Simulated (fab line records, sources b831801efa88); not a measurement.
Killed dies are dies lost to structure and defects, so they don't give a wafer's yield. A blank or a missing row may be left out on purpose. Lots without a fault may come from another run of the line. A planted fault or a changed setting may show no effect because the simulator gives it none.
Chamber matching | flow gf180mcu | GF_STI_ETCH_13 on rie_diel-03: 4 sister chambers
The step etches the open film in CHF3/O2, stops on Si, target depth 282.31 nm, time 112.9 s. 4 wafers are shown with their chamber, then 8 later ones without.

WAFERS WITH THEIR CHAMBER
wafer  | chamber | drypump_motor_current_A (A)
L085.1 | 1       | 6.2
L087.1 | 0       | 6.6
L087.2 | 3       | 6.0
L091.2 | 2       | 6.4

WAFERS WITHOUT THEIR CHAMBER
wafer  | drypump_motor_current_A (A)
L091.4 | 6.1
L091.6 | 6.6
L092.2 | 6.6
L092.5 | 6.1
L092.6 | 6.3
L094.2 | 6.3
L094.3 | 6.0
L094.5 | 6.6

WHICH CHAMBER EACH WENT THROUGH
wafer  | from the rows above     | in truth
L091.4 | can't be placed: 3 or 1 | 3
L091.6 | 0                       | 0
L092.2 | 0                       | 0
L092.5 | can't be placed: 3 or 1 | 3
L092.6 | can't be placed: 1 or 2 | 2
L094.2 | can't be placed: 1 or 2 | 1
L094.3 | 3                       | 3
L094.5 | 0                       | 0
Placed correctly: 4 of 8. Can't be placed from these rows: 4 (the true chamber is among the candidates in 4). Placed wrongly: 0.
How it was worked out, from the rows above alone: a wafer's distance from a chamber is the root of the sum, over the readings, of the square of ((its reading less the chamber's mean) divided by the reading's scatter). The wafer belongs to the nearest chamber; if the next one is less than 2 further off, it can't be placed. A chamber's mean is the mean of its shown wafers. The scatter: with one shown wafer a chamber, the root of the mean of the squares of how far each hidden wafer lies from its nearest shown one.
